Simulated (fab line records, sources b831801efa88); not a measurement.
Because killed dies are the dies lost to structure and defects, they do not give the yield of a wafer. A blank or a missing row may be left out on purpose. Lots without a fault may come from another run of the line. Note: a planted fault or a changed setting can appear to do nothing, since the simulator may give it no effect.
One fault through the eyes of 2 desks + flow gf180mcu + each desk holds nothing but its own numbers, with what lay behind them at the end

## THE METROLOGY DESK
Means of the sampled wafers that have a number, per lot and without regard to the tool the lot ran on: this is what the gauges read. A lot is out of limits, marked OUT, if its mean lies more than 4 standard deviations from the usual mean; the brackets give that distance.
Columns: A = V3_OVL at GF_V3_OVL_MEAS_15, usual -3 nm; B = M5_OVL at GF_M5_OVL_MEAS_08, usual 1 nm
| lot  | first seen here | A   | B  |
|------|-----------------|-----|----|
| L483 | day 22 10:38    | -4  | 6  |
| L484 | day 22 18:42    | -1  | -1 |
| L485 | day 23 03:39    | -13 | 5  |
| L486 | day 23 17:44    | -6  | 0  |
| L487 | day 24 03:53    | 0   | 2  |
| L489 | day 24 16:14    | -2  | 3  |
| L493 | day 25 19:53    | -3  | -7 |
| L495 | day 26 14:40    | -5  | -0 |
| L500 | day 28 00:46    | -6  | 7  |
| L501 | day 28 17:32    | 3   | -4 |
| L502 | day 28 21:02    | -2  | 0  |
| L503 | day 29 00:29    | -3  | 6  |
| L504 | day 29 02:24    | -8  | 4  |
| L506 | day 29 18:45    | -10 | -2 |
This desk's finding: nothing out of limits on any of the 14 lots.

## FOR THE TOOL OWNER'S DESK: plasma-asher-01
The tool's own readings at GF_HV_LDD_STRIP_10 (strips in O2/N2): means of the sampled wafers that have a number, for each lot that ran on this tool. A lot is out of limits, marked OUT, if its mean lies more than 4 standard deviations from the usual mean; the brackets give that distance.
Columns: A = drypump-motor-current-A at GF_HV_LDD_STRIP_10, usual 5.8 A; B = heater-power-w at GF_HV_LDD_STRIP_10, usual 331 W; C = oes-product-au at GF_HV_LDD_STRIP_10, usual 0.716 a.u.; D = strip-time-to-endpoint-s at GF_HV_LDD_STRIP_10, usual 12.65 s
| lot  | first seen here | A   | B   | C     | D     |
|------|-----------------|-----|-----|-------|-------|
| L486 | day 11 05:41    | 4.9 | 342 | 0.718 | 12.67 |
| L493 | day 13 00:40    | 5.6 | 363 | 0.716 | 12.66 |
| L495 | day 13 19:04    | 5.2 | 351 | 0.718 | 12.69 |
This desk's finding: nothing out of limits on any of the 3 lots.

## ALL TOGETHER
The metrology desk saw nothing out of limits.
The desk of the tool owner found nothing out of limits.

## WHAT THE SIMULATOR HAD PUT IN
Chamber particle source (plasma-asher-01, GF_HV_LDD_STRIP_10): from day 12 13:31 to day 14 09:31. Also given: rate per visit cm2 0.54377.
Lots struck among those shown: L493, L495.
